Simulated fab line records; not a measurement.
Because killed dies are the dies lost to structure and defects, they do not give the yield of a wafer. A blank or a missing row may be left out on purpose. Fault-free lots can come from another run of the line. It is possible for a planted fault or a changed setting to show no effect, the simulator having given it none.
Struck lot and sound lot, side by side	flow gf180mcu	14 out of 602 route steps
Sound: the wafers L453.1, L453.2, L453.4. Struck: wafer L442.6 (left out: L442.5, a lot-mate that was not struck); the cause follows at the end.
Per side, at each step with rows, come the tool, then ch with its chambers, and then its first start. Under that, the readings that differ: sound wafers	struck wafers	difference of the means	sigmas: that difference in standard deviations of wafers without a fault.
alike: a reading whose means differ by less than 2 such deviations, as well as words and numbers matching on both sides. not compared: withheld readings; readings where some wafer has no value; bounds like >300 that might hide an equal value; numbers whose values overlap and for which the record gives no deviation.
Wherever a step has rows on one side only, a row that says differs or no value, or a row with sigmas, the two part there. When numbers do not overlap yet have no deviation, they are printed without sigmas and do not part them. Lack of a reading on every wafer of one side parts them only where that side has two or more wafers.

first, 4 steps without rows for these wafers: GF_V4_SOFTBAKE_10 (time 60 s); GF_V4_EXPOSE_11 (exposes mask Via4, target cd 260 nm); GF_V4_PEB_12 (peb time 90 s); GF_V4_DEVELOP_13 (develop time 60 s).
GF_V4_CD_MEAS_14: target cd 260 nm.
  sound on cd-sem-01, day 30 15:35; struck on cd-sem-01, day 27 07:10
  alike: cd-nm
GF_V4_OVL_MEAS_15:
  sound on overlay-01, day 30 15:43; struck on overlay-01, day 27 07:14
  alike: V4_OVL
GF_V4_ETCH_16: etches BARC in N2/H2.
  sound on rie-diel-04 ch 0,2,3, day 30 15:45; struck on rie-diel-03 ch 2, day 27 07:16
  alike: drypump-motor-current-A, oes-product-au, throttle-valve-pct
GF_V4_ETCH_17: etches SiO2 in C4F8/O2/Ar, stops on TiN, target depth 630 nm.
  sound on rie-diel-04 ch 0,2,3; struck on rie-diel-03 ch 2
  alike: oes-product-au
GF_V4_STRIP_18: strips in O2/N2.
  sound on plasma-asher-02 ch 0,1, day 30 15:53; struck on plasma-asher-04 ch 1, day 27 07:26
  alike: drypump-motor-current-A, heater-power-w, oes-product-au
  not compared: rf-hours-counter-h
then, 2 steps without rows for these wafers: GF_V4_STRIP_19 (strips in post etch residue remover, time 1200 s); GF_V4_CLEAN_20 (cleans in DIW).
GF_V4_SPUTTER_21: material Ti, target thk 15 nm, time 80.02 s.
  sound on pvd-sputter-01, day 30 16:25; struck on pvd-sputter-01, day 27 07:56
  alike: throttle-valve-pct
GF_V4_SPUTTER_22: material TiN, target thk 10 nm, time 40 s.
  sound on pvd-sputter-01, day 30 16:28; struck on pvd-sputter-01, day 27 07:59
reading	sound	struck	difference	sigmas
model.TiN_of_V4_SPUTTER_22.thk-nm (nm)	9.923 10.15 9.878	10.69	+0.71	
  alike: throttle-valve-pct
GF_V4_CVD_23: deposits W, target thk 350 nm, time 104.9 s.
  sound on cvd-w-01 ch 0,1, day 30 16:31; struck on cvd-w-02 ch 0, day 27 08:10
  alike: heater-power-w

WHERE THEY PART
Nowhere in this record.

WHY: what had been put in by the simulator
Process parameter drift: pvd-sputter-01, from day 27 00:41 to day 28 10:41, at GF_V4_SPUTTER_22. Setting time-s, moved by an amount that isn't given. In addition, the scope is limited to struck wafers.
